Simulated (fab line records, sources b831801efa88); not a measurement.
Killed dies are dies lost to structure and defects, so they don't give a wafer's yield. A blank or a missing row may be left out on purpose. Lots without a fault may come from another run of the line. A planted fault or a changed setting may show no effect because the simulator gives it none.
A struck lot beside a sound one | flow sky130 | 16 steps out of a route of 708
Sound: wafers L808.4, L808.5, L808.6. Struck: wafers L817.3, L817.4, L817.5. The cause comes at the end.
At each step with rows: each side's tool, then ch and its chambers, then its first start. Under that, the readings that differ: sound wafers | struck wafers | difference of the means | sigmas: that difference in standard deviations of wafers without a fault.
alike: readings whose means differ by less than 2 such deviations, and words and numbers that are the same on both sides. not compared: withheld readings, readings that some wafer has no value for, bounds like >300 that may hide the same value, and numbers for which the record gives no deviation and whose values overlap.
The two part at a step that has a row with sigmas, a row that says differs or no value, or rows on one side only. Numbers that don't overlap but have no deviation are shown without sigmas and don't part them. A reading that every wafer of one side lacks parts them only if that side has two wafers or more.

first, 7 steps without rows for these wafers: SKY_METAL3_HMDS_06 (prime time 60 s); SKY_METAL3_COAT_07 (resist thk 60 nm); SKY_METAL3_COAT_08 (resist thk 1140 nm); SKY_METAL3_SOFTBAKE_09 (time 90 s); SKY_METAL3_EXPOSE_10 (exposes mask MM3, target cd 300 nm); SKY_METAL3_PEB_11; SKY_METAL3_DEVELOP_12 (develop time 60 s).
SKY_METAL3_CD_MEAS_13: target cd 300 nm.
  sound on cd_sem-02, day 40 13:46; struck on cd_sem-01, day 43 07:51
  alike: cd_nm
SKY_METAL3_OVL_MEAS_14:
  sound on overlay-02, day 40 13:51; struck on overlay-01, day 43 07:56
  alike: METAL3_OVL
SKY_METAL3_DESCUM_15: chemistry O2, time 8 s.
  sound on rie_metal-02 ch 0,1, day 40 13:53; struck on rie_metal-01 ch 0,1, day 43 07:59
  reading                      | sound          | struck         | difference | sigmas
  he_backside_leak_sccm (sccm) | 3.39 3.61 3.49 | 2.92 3.20 2.94 | -0.48      | -2
  alike: drypump_motor_current_A, oes_product_au
  not compared: rf_hours_counter_h
SKY_METAL3_ETCH_16: etches BARC in N2/H2, stops on SiO2, time 88.2 s, target depth 60 nm.
  sound on rie_metal-02 ch 0,1, day 40 13:56; struck on rie_metal-01 ch 0,1, day 43 08:02
  alike: bias_w, drypump_motor_current_A, he_backside_leak_sccm, oes_product_au, throttle_valve_pct
  not compared: rf_hours_counter_h
SKY_METAL3_ETCH_17: etches SiO2 in C4F8/O2/Ar, stops on TiN, time 3.9 s, target depth 15 nm.
  sound on rie_diel-03 ch 1,2, day 40 14:00; struck on rie_diel-04 ch 0,3, day 43 08:06
  alike: bias_w, oes_product_au
  not compared: rf_hours_counter_h
SKY_METAL3_METAL_ETCH_18: etches the open film in Cl2/BCl3, stops on SiO2, target depth 845 nm, time 183.1 s.
  sound on rie_metal-03 ch 0,1, day 40 14:05; struck on rie_metal-03 ch 0,1, day 43 08:10
  reading                                       | sound             | struck            | difference | sigmas
  bias_w (W)                                    | 48.57 48.40 48.33 | 39.27 39.26 39.34 | -9.14      | -61
  model.KrF-thick_of_METAL3_COAT_08.thk_nm (nm) | 530.7 508.8 531.7 | 572.2 551.8 572.1 | +41.6      |
  alike: drypump_motor_current_A, he_backside_leak_sccm, oes_product_au, throttle_valve_pct
  not compared: rf_hours_counter_h, model.SiO2_of_VIA2_HDPCVD_00.thk_nm
SKY_METAL3_STRIP_19: strips in O2/N2.
  sound on plasma_asher-04 ch 0,1, day 40 14:17; struck on plasma_asher-01 ch 0,1, day 43 08:20
  reading                      | sound             | struck            | difference | sigmas
  oes_product_au (a.u.)        | 0.503 0.485 0.495 | 0.522 0.508 0.524 | +0.024     | +4
  strip_time_to_endpoint_s (s) | 6.57 6.34 6.58    | 6.97 6.79 6.99    | +0.42      | +4
  alike: drypump_motor_current_A
  not compared: rf_hours_counter_h
then, 1 step without rows for these wafers: SKY_METAL3_STRIP_20 (strips in post etch residue remover, time 1200 s).
-- the record jumps here: 6 days lie between the struck wafers' starts before and after (it left off in module METAL3 and takes up again in module PAD_OPEN, whose first step shown is number 708 of the route) --
SKY_PAD_OPEN_PROBE_99:
  sound on prober-02, day 47 12:21; struck on prober-02, day 49 16:05
  alike: defect_limited_yield, killed_at_M0_to_M3, killed_at_M4_up, killed_at_contacts, killed_at_front_end, killed_at_other, killed_dies, killed_open, killed_short, sort_bin_3_pad_short, sort_bin_5_function, sort_bin_6_memory, sort_n_pass, sort_yield_pct

WHERE THEY PART
First at SKY_METAL3_DESCUM_15; last, within this record, at SKY_METAL3_STRIP_19. Later steps at which nothing parts them and some readings are alike: SKY_PAD_OPEN_PROBE_99.

WHY: what the simulator had put in
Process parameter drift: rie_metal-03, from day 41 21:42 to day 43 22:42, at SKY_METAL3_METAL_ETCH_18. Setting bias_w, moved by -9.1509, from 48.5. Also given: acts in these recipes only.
